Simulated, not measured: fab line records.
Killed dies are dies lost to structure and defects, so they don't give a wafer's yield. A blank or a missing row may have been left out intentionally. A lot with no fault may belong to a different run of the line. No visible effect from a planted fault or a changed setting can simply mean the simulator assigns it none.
One fault through the eyes of 2 desks -- flow sky130 -- what lay behind the numbers comes last; until then each desk has only its own

== AT THE METROLOGY DESK ==
Means of the sampled wafers that have a number, per lot and without regard to the tool the lot ran on: this is what the gauges read. A lot is out of limits, marked OUT, if its mean lies more than 4 standard deviations from the usual mean; the brackets give that distance.
Columns: A = PASSIVATION_CVD_00_THK at SKY_PASSIVATION_THK_MEAS_01, usual 90.7 nm
lot,first seen here,A
L527,day 44 05:19,90.3
L528,day 44 07:08,89.2
L530,day 44 16:24,90.1
L531,day 45 01:01,91.3
L532,day 45 12:56,90.2
L537,day 47 00:47,91.2
L538,day 47 02:25,90.9
L540,day 47 11:55,90.5
L541,day 48 04:23,90.3
L545,day 48 20:26,91.8
L546,day 49 02:28,91.6
L549,day 49 05:32,90.2
L548,day 49 06:35,90.5
This desk found nothing out of limits on any of the 13 lots.

== THE TOOL OWNER'S DESK: plasma-asher-02 ==
The tool's own readings at SKY_VT_ADJUST_HVTR_STRIP_10 (strips in O2/N2): means of the sampled wafers that have a number, for each lot that ran on this tool. A lot is out of limits, marked OUT, if its mean lies more than 4 standard deviations from the usual mean; the brackets give that distance.
Columns: A = drypump-motor-current-A at SKY_VT_ADJUST_HVTR_STRIP_10, usual 5.41 A; B = oes-product-au at SKY_VT_ADJUST_HVTR_STRIP_10, usual 0.716 a.u.; C = strip-time-to-endpoint-s at SKY_VT_ADJUST_HVTR_STRIP_10, usual 14.19 s
lot,first seen here,A,B,C
L527,day 9 15:27,5.53,0.715,14.23
L528,day 10 02:49,5.62,0.717,14.15
L532,day 11 05:03,5.63,0.716,14.22
L537,day 13 08:01,5.49,0.716,14.20
L538,day 13 09:14,5.50,0.718,14.22
L540,day 14 02:14,5.61,0.713,14.23
This desk found nothing out of limits on any of the 6 lots.

== PUT TOGETHER ==
At the metrology desk, nothing out of limits was observed.
The desk of the tool owner found nothing out of limits.

== WHAT THE SIMULATOR HAD PUT IN ==
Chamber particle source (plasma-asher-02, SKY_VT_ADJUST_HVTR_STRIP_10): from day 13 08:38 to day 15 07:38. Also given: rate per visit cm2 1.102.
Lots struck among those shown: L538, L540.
